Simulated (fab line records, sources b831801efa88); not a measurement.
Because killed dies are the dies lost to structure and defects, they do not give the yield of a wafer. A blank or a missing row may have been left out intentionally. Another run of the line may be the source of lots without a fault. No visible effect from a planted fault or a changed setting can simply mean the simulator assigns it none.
Comparing a struck lot with a sound one	flow gf180mcu	19 out of 602 route steps
Sound: wafers L530.1, L530.4, L530.6. Wafers L536.2, L536.4, L536.6 were the ones struck. The cause comes at the end.
Each step with rows lists, per side, the tool, then ch with its chambers, then its first start. Under that, the readings that differ: sound wafers	struck wafers	difference of the means	sigmas: that difference in standard deviations of wafers without a fault.
alike: readings with means less than 2 such deviations apart, plus words and numbers identical on both sides. not compared: withheld readings, readings lacking a value on some wafer, bounds such as >300 that could conceal the same value, and numbers that have no deviation in the record and whose values overlap.
A row with sigmas, a row that says differs or no value, or rows on one side alone: a step with any of these is where the two part. When numbers do not overlap yet have no deviation, they are printed without sigmas and do not part them. A reading that every wafer of one side lacks parts them only if that side has two wafers or more.

first, 1 step without rows for these wafers: GF_STI_CVD_23 (deposits SiO2, target thk 650 nm, time 108.3 s).
GF_STI_THK_MEAS_24:
  sound on film_metro-04, day 2 15:33; struck on film_metro-02, day 3 23:26
  alike: STI_CVD_23_THK
GF_STI_CMP_25: polishes, stops on Si3N4, t overpolish 33 s, target thk 524.6 nm.
  sound on cmp-01 ch 0,2,3, day 2 15:55; struck on cmp-02 ch 0,2, day 3 23:32
  alike: motor_current_A, overpolish_run_s, time_to_endpoint_s
then, 4 steps without rows for these wafers: GF_STI_WET_ETCH_26 (etches SiO2 in dHF, target depth 94 nm, time 188 s); GF_STI_WET_ETCH_27 (etches Si3N4 in H3PO4, target depth 160 nm, time 1825 s); GF_STI_WET_ETCH_28 (etches SiO2 in dHF, target depth 20 nm, time 40 s); GF_STI_OXIDATION_29 (stabilise 600 s, purge 300 s, target thk 10 nm).
GF_STI_THK_MEAS_30:
  sound on film_metro-04, day 2 20:16; struck on film_metro-02, day 4 01:47
  alike: STI_OXIDATION_02_THK
then, 4 steps without rows for these wafers: GF_DNWELL_DEHYDRATE_00 (time 60 s); GF_DNWELL_HMDS_01 (prime time 60 s); GF_DNWELL_COAT_02 (resist thk 3000 nm); GF_DNWELL_SOFTBAKE_03.
GF_DNWELL_EXPOSE_04: exposes mask DNWELL, target cd 1700 nm.
  struck on iline_stepper-02, day 4 09:22; sound on iline_stepper-01 ch 0, day 3 02:25
  no value came back on the struck wafers for exposure_dose_mJ_cm2, focus_offset_nm (nm); on the sound wafers exposure_dose_mJ_cm2 reads 259.80 259.49 260.12
  alike: mask
then, 3 steps without rows for these wafers: GF_DNWELL_PEB_05; GF_DNWELL_DEVELOP_06 (develop time 60 s); GF_DNWELL_IMPLANT_07.
GF_DNWELL_STRIP_08: strips in O2/N2.
  sound on plasma_asher-02 ch 0,1, day 3 08:29; struck on plasma_asher-02 ch 0,1, day 4 16:01
  alike: drypump_motor_current_A, heater_power_w, oes_product_au, strip_time_to_endpoint_s
  not compared: rf_hours_counter_h
GF_DNWELL_TW_MEAS_09:
  sound on film_metro-03, day 3 08:35; struck on film_metro-03, day 4 16:08
reading	sound	struck	difference	sigmas
DNWELL_TW	1367 1373 1369	31 31 31	-1339	-99 or more
then, 1 step without rows for these wafers: GF_NWELL_DEHYDRATE_00 (time 60 s).

## WHERE THEY PART
At GF_DNWELL_EXPOSE_04 first; at GF_DNWELL_TW_MEAS_09 last (within this record only).

WHY: what the simulator had put in
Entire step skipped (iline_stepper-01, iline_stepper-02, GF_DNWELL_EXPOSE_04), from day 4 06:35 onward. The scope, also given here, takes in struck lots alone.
